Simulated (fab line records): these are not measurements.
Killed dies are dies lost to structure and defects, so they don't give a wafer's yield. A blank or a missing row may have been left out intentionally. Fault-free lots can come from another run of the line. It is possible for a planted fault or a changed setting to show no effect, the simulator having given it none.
Which tool did it? ; flow gf180mcu ; 42 wafers from 14 lots sampled at 5 of the route's 602 steps

== WHAT THE GAUGES READ, wafer by wafer ==
GF_VT_IMPLANT_TW_MEAS_10. Usual: VT_IMPLANT_TW 557, standard deviation 5.9.
lot;measured;on;VT_IMPLANT_TW;flag
L824;day 5 17:34;film_metro-03;562 561 560;
L825;day 6 00:29;film_metro-03;564 564 560;
L826;day 6 03:44;film_metro-03;565 561 565;
L827;day 6 12:19;film_metro-02;557 557 557;
L828;day 6 15:40;film_metro-03;562 561 565;
L829;day 6 22:31;film_metro-03;566 566 563;
L832;day 7 20:50;film_metro-03;565 563 564;
L833;day 8 00:01;film_metro-04;550 549 546;
L834;day 8 07:53;film_metro-04;548 552 550;
L835;day 8 12:53;film_metro-02;556 554 556;
L836;day 8 19:37;film_metro-04;548 548 551;
L837;day 8 22:49;film_metro-03;559 559 560;
L840;day 9 13:28;film_metro-04;553 553 550;
L841;day 9 21:36;film_metro-04;551 551 550;

GF_POLY_GATE_CD_MEAS_10: the cd target is 280 nm. Usual: cd_nm 280.0 nm, standard deviation 0.92.
lot;measured;on;cd_nm (nm);flag
L824;day 9 08:19;cd_sem-02;279.4 279.5 280.4;
L825;day 9 14:27;cd_sem-01;280.1 279.5 279.1;
L826;day 9 16:04;cd_sem-02;279.9 279.0 279.1;
L827;day 10 01:06;cd_sem-01;279.1 279.6 280.0;
L828;day 10 06:01;cd_sem-01;280.9 280.0 281.2;
L829;day 10 16:01;cd_sem-01;279.6 279.0 279.4;
L832;day 11 15:30;cd_sem-01;281.5 282.2 281.1;
L833;day 11 23:10;cd_sem-02;281.1 280.2 280.0;
L834;day 12 05:08;cd_sem-02;280.6 279.4 279.9;
L835;day 12 10:19;cd_sem-01;280.5 280.9 280.6;
L836;day 12 17:34;cd_sem-01;281.9 280.2 280.5;
L837;day 12 20:37;cd_sem-01;281.2 281.0 280.7;
L840;day 13 17:40;cd_sem-01;287.1 286.3 287.3;OFF
L841;day 14 01:23;cd_sem-02;288.3 287.8 287.2;OFF

GF_POLY_GATE_OVL_MEAS_11. Usual: POLY_GATE_OVL -2 nm, standard deviation 4.8.
lot;measured;on;POLY_GATE_OVL (nm);flag
L824;day 9 08:26;overlay-01;-7 -1 -6;
L825;day 9 14:34;overlay-02;-1 0 7;
L826;day 9 16:10;overlay-02;6 4 4;
L827;day 10 01:13;overlay-02;1 -2 -4;
L828;day 10 06:08;overlay-01;10 0 3;
L829;day 10 16:08;overlay-01;-4 -10 -12;
L832;day 11 15:35;overlay-01;-11 -6 -12;
L833;day 11 23:16;overlay-02;1 1 4;
L834;day 12 05:14;overlay-01;2 1 0;
L835;day 12 10:24;overlay-02;0 -2 4;
L836;day 12 17:41;overlay-02;5 -7 2;
L837;day 12 20:44;overlay-02;-7 -5 -1;
L840;day 13 17:47;overlay-01;-3 -1 4;
L841;day 14 01:28;overlay-01;-9 -10 -8;

GF_HV_LDD_TW_MEAS_23. Usual: HV_LDD_2_TW 1050, standard deviation 8.2.
lot;measured;on;HV_LDD_2_TW;flag
L824;day 10 20:42;film_metro-01;1052 1052 1054;
L825;day 11 02:54;film_metro-02;1056 1060 1055;
L826;day 11 04:13;film_metro-02;1058 1052 1055;
L827;day 11 17:51;film_metro-01;1043 1048 1048;
L828;day 11 23:29;film_metro-01;1044 1049 1045;
L829;day 12 08:21;film_metro-04;1050 1051 1046;
L832;day 13 07:52;film_metro-02;1062 1058 1054;
L833;day 13 16:07;film_metro-01;1060 1055 1056;
L834;day 13 22:43;film_metro-04;1041 1036 1040;
L835;day 14 02:58;film_metro-01;1059 1057 1058;
L836;day 14 13:03;film_metro-02;1057 1055 1057;
L837;day 14 15:08;film_metro-01;1056 1056 1061;
L840;day 15 13:38;film_metro-01;1050 1050 1056;
L841;day 15 22:01;film_metro-04;1036 1037 1039;

== WHAT TOOL EACH LOT RAN ON (gives the tool, then ch and the chambers of the sampled wafers, and finally the start) ==
lot;GF_POLY_GATE_PEB_08
L824;litho_track-04 ch 0, day 9 07:58
L825;litho_track-01 ch 0, day 9 14:07
L826;litho_track-01 ch 0, day 9 15:45
L827;litho_track-01 ch 0, day 10 00:46
L828;litho_track-04 ch 0, day 10 05:40
L829;litho_track-04 ch 0, day 10 15:40
L832;litho_track-03 ch 0, day 11 15:11
L833;litho_track-03 ch 0, day 11 22:49
L834;litho_track-04 ch 0, day 12 04:48
L835;litho_track-04 ch 0, day 12 09:59
L836;litho_track-03 ch 0, day 12 17:13
L837;litho_track-04 ch 0, day 12 20:16
L840;litho_track-04 ch 0, day 13 17:19
L841;litho_track-04 ch 0, day 14 01:04
- GF_POLY_GATE_PEB_08: peb time 90 s.

== AS READ BY THE TOOLS THEMSELVES (means over the sampled wafers that have a number; for cases with no such wafer, the mark the record gives instead) ==
GF_POLY_GATE_PEB_08. Usual: heater_power_total_W 85.69 W, standard deviation 0.081; plate_temp_C 135.04 C, standard deviation 0.14.
lot;tool;heater_power_total_W (W);plate_temp_C (C);flag
L824;litho_track-04;85.79;135.13;
L825;litho_track-01;85.65;135.00;
L826;litho_track-01;85.68;135.07;
L827;litho_track-01;85.73;135.10;
L828;litho_track-04;85.68;135.09;
L829;litho_track-04;85.70;135.07;
L832;litho_track-03;85.68;134.83;
L833;litho_track-03;85.66;135.14;
L834;litho_track-04;85.72;135.13;
L835;litho_track-04;85.67;135.10;
L836;litho_track-03;85.69;134.97;
L837;litho_track-04;85.67;135.01;
L840;litho_track-04;83.47;132.36;OFF
L841;litho_track-04;83.47;132.43;OFF

== THE ANSWER, worked out from the rows above alone ==
Rule: a lot counts as off when the mean over its wafers that have a number is more than 3 standard deviations away from the usual mean. A lot without any number at a reading at which 4 lots or more have one is off too. The other lots that the step has rows for count as sound. After the gauges, taken in route order, come the tools' own readings; for these a lot's mean is taken, as printed above. The first step at which some lot is off is used, and at that step the reading that is off furthest; a lot without a number counts as furthest.
Off, at GF_POLY_GATE_CD_MEAS_10 on cd_nm: L840, L841.
If a tool, at a process step before that reading, ran all the lots that are off and no sound lot after the first of them, it fits. Not tried: the gauges at GF_POLY_GATE_CD_MEAS_10; whatever is off there is also off at GF_POLY_GATE_PEB_08, on other tools, and gauge error can't account for it. One fits: litho_track-04 at GF_POLY_GATE_PEB_08. A fault onset in the window from L837 (day 12 20:16, its last sound lot) to L840 (day 13 17:19, its first lot off) fits.
The tool's own readings at GF_POLY_GATE_PEB_08 bear it out: on the lots that are off they differ by more than 5 times the standard deviation of the sound lots' means. heater_power_total_W reads 83.47 W there against 85.69 W on the sound lots; plate_temp_C reads 132.40 C there against 135.05 C on the sound lots.

== WHAT HAD BEEN PUT IN BY THE SIMULATOR ==
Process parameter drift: litho_track-04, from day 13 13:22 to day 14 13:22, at GF_POLY_GATE_PEB_08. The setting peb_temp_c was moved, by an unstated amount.
Shown lots that were struck: L840, L841. The rule given above showed the same thing.
